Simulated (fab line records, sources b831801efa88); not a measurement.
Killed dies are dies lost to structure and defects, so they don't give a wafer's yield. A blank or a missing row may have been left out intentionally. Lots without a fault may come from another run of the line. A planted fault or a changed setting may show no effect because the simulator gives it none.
Struck lot and sound lot, side by side	flow gf180mcu	33 out of 602 route steps
Sound: wafers L387.1, L387.3, L387.4. Wafers L396.2, L396.3, L396.6 were the ones struck. The cause is given at the end.
Order at every step that has rows: each side's tool, ch and its chambers, its first start. Under that, the readings that differ: sound wafers	struck wafers	difference of the means	sigmas: that difference in standard deviations of wafers without a fault.
alike: readings with means less than 2 such deviations apart, plus words and numbers identical on both sides. not compared: withheld readings, readings lacking a value on some wafer, bounds such as >300 that could conceal the same value, and numbers that have no deviation in the record and whose values overlap.
Wherever a step has rows on one side only, a row that says differs or no value, or a row with sigmas, the two part there. When numbers do not overlap yet have no deviation, they are printed without sigmas and do not part them. Lack of a reading on every wafer of one side parts them only where that side has two or more wafers.

first, 2 steps without rows for these wafers: GF_M1_PEB_12 (peb time 90 s); GF_M1_DEVELOP_13 (develop time 60 s).
GF_M1_CD_MEAS_14 targets a cd of 230 nm.
  struck on cd-sem-02, day 20 16:53; sound on cd-sem-01, day 17 05:13
reading	sound	struck	difference	sigmas
cd-nm (nm)	231.0 231.2 231.5	228.0 228.3 227.5	-3.3	-3
GF_M1_OVL_MEAS_15:
  struck on overlay-01, day 20 17:00; sound on overlay-02, day 17 05:20
  alike: M1_OVL
GF_M1_METAL_ETCH_16: etches the open film in Cl2/BCl3, stops on SiO2, target depth 627.5 nm, time 104.6 s.
  sound on rie-metal-01 ch 0,1, day 17 05:23; struck on rie-metal-04 ch 0,1, day 20 17:02
reading	sound	struck	difference	sigmas
throttle-valve-pct (%)	28.229 28.245 28.238	28.264 28.251 28.260	+0.021	+2
  alike: bias-w, drypump-motor-current-A, oes-product-au, rf-fwd-power-W
  not compared: rf-hours-counter-h
then, 4 steps without rows for these wafers: GF_M1_STRIP_17 (strips in O2/N2); GF_M1_STRIP_18 (strips in post etch residue remover, time 1200 s); GF_M1_CLEAN_19 (cleans in DIW); GF_V1_CVD_00 (deposits SiO2, target thk 600 nm, time 102.3 s).
GF_V1_THK_MEAS_01:
  struck on film-metro-02, day 20 17:46; sound on film-metro-02, day 17 06:07
  alike: V1_CVD_00_THK
GF_V1_CVD_02: deposits SiO2 from TEOS, target thk 850 nm, time 94.851 s.
  sound on pecvd-03 ch 0,1,2, day 17 06:11; struck on pecvd-01 ch 0,2, day 20 17:49
  alike: heater-power-outer-w, heater-power-w, rf-fwd-power-W
GF_V1_THK_MEAS_03:
  struck on film-metro-04, day 20 17:53; sound on film-metro-04, day 17 06:14
  alike: V1_CVD_02_THK
GF_V1_CMP_04: polishes SiO2.
  sound on cmp-01 ch 1,2,3, day 17 06:18; struck on cmp-02 ch 0,3, day 20 17:59
  no value came back on the struck wafers for edge-zone-pressure-frac, head-pressure-psi (psi), motor-current-A (A), time-to-endpoint-s (s); on the sound wafers edge-zone-pressure-frac reads 0.999 1.002 1.006
reading	sound	struck	difference	sigmas
model.SiO2_of_V1_CVD_02.thk-nm (nm)	631.4 631.9 631.8	854.2 846.8 861.6	+222.5	
GF_V1_BOW_MEAS_05:
  struck on film-metro-03, day 20 18:16; sound on film-metro-02, day 17 06:36
  alike: V1_BOW
then, 8 steps without rows for these wafers: GF_V1_DEHYDRATE_06 (time 60 s); GF_V1_HMDS_07 (prime time 60 s); GF_V1_COAT_08; GF_V1_COAT_09 (resist thk 1000 nm); GF_V1_SOFTBAKE_10 (time 60 s); GF_V1_EXPOSE_11 (exposes mask Via1, target cd 260 nm); GF_V1_PEB_12 (peb time 90 s); GF_V1_DEVELOP_13 (develop time 60 s).
GF_V1_CD_MEAS_14 targets a cd of 260 nm.
  struck on cd-sem-01, day 21 17:41; sound on cd-sem-02, day 18 04:49
  alike: cd-nm
GF_V1_OVL_MEAS_15:
  struck on overlay-02, day 21 17:47; sound on overlay-02, day 18 04:56
  alike: V1_OVL
GF_V1_ETCH_16: etches BARC in N2/H2.
  sound on rie-diel-03 ch 0,1,2, day 18 04:58; struck on rie-diel-01 ch 0,1,3, day 21 17:49
  alike: bias-w, drypump-motor-current-A, h2-flow-sccm, oes-product-au, rf-fwd-power-W, throttle-valve-pct
GF_V1_ETCH_17: etches SiO2 in C4F8/O2/Ar, stops on TiN, target depth 630 nm.
  sound: rie-diel-03 ch 0,1,2; struck: rie-diel-01 ch 0,1,3
reading	sound	struck	difference	sigmas
oes-product-au (a.u.)	0.855 0.857 0.851	1.629 1.621 1.646	+0.778	+99 or more
model.etch.depth-nm (nm)	631.4 631.9 631.8	833.1 820.2 835.8	+198.0	
model.V1.feature-depth-nm (nm)	631.7 632.3 632.1	833.1 820.2 835.8	+197.7	
  alike: bias-w, rf-fwd-power-W
GF_V1_STRIP_18: strips in O2/N2.
  sound on plasma-asher-04 ch 0,1, day 18 05:06; struck on plasma-asher-03 ch 1, day 21 17:57
  alike: drypump-motor-current-A, heater-power-w, oes-product-au
  not compared: rf-hours-counter-h
then, 4 steps without rows for these wafers: GF_V1_STRIP_19 (strips in post etch residue remover, time 1200 s); GF_V1_CLEAN_20 (cleans in DIW); GF_V1_SPUTTER_21 (material Ti, target thk 15 nm, time 80.02 s); GF_V1_SPUTTER_22 (material TiN, target thk 10 nm, time 40 s).
GF_V1_CVD_23: deposits W, target thk 350 nm, time 105.05 s.
  sound on cvd-w-01 ch 0,1, day 18 05:46; struck on cvd-w-02 ch 0,1, day 21 18:35
  alike: heater-power-outer-w, heater-power-w
GF_V1_CMP_26: polishes, stops on SiO2, t overpolish 15 s, target thk 0 nm.
  sound on cmp-01 ch 1,2,3, day 18 06:04; struck on cmp-02 ch 1,2, day 21 18:53
reading	sound	struck	difference	sigmas
model.SiO2_of_V1_CVD_02.thk-nm (nm)	627.6 628.2 628	850.4 843 857.8	+222.5	
  alike: edge-zone-pressure-frac, head-pressure-psi, motor-current-A

WHERE THEY PART
At GF_M1_CD_MEAS_14 first; at GF_V1_ETCH_17 last (within this record only). Later steps at which nothing parts them and some readings are alike: GF_V1_STRIP_18, GF_V1_CVD_23, GF_V1_CMP_26.

WHY: what had been put in by the simulator
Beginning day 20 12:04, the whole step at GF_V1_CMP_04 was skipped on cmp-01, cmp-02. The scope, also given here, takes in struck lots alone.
